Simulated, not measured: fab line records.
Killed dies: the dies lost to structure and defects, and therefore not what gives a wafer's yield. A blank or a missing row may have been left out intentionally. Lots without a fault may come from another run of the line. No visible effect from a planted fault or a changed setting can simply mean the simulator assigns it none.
Matching of chambers	flow gf180mcu	GF_PASSIVATION_ETCH_11 on rie_diel-04 has 4 sister chambers
The step etches the open film in CF4/O2, stops on TiN, target depth 2040 nm, time 453.3 s. 4 wafers are shown with their chamber, then 11 later ones without.

== WAFERS WITH THEIR CHAMBER ==
wafer	chamber	drypump_motor_current_A (A)
L087.1	1	5.7
L087.2	3	6.3
L087.3	0	6.0
L087.4	2	6.6

== WAFERS WITH NO CHAMBER GIVEN ==
wafer	drypump_motor_current_A (A)
L087.5	6.6
L087.6	6.3
L089.2	6.0
L089.4	6.0
L089.5	5.6
L091.1	6.3
L091.2	6.1
L091.3	6.5
L097.3	6.0
L097.4	6.3
L097.6	6.5

== THE CHAMBER EACH PASSED THROUGH ==
wafer	from the rows above	in truth
L087.5	2	2
L087.6	3	3
L089.2	0	0
L089.4	0	0
L089.5	1	1
L091.1	3	3
L091.2	can't be placed: 0 or 3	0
L091.3	can't be placed: 2 or 3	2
L097.3	0	0
L097.4	3	3
L097.6	can't be placed: 2 or 3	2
Correct placement for 8 of the 11. Unplaceable from these rows: 3, with the true chamber sitting among the candidates in 3. Wrongly placed: 0.
How it was worked out, from the rows above alone: a wafer's distance from a chamber is the root of the sum, over the readings, of the square of ((its reading less the chamber's mean) divided by the reading's scatter). The wafer belongs to the nearest chamber; if the next one is less than 2 further off, it can't be placed. For every chamber, the mean is computed from those of its wafers that are shown. The scatter (one wafer shown for each chamber): square how far every hidden wafer sits from the nearest shown wafer, average those squares and take the square root.
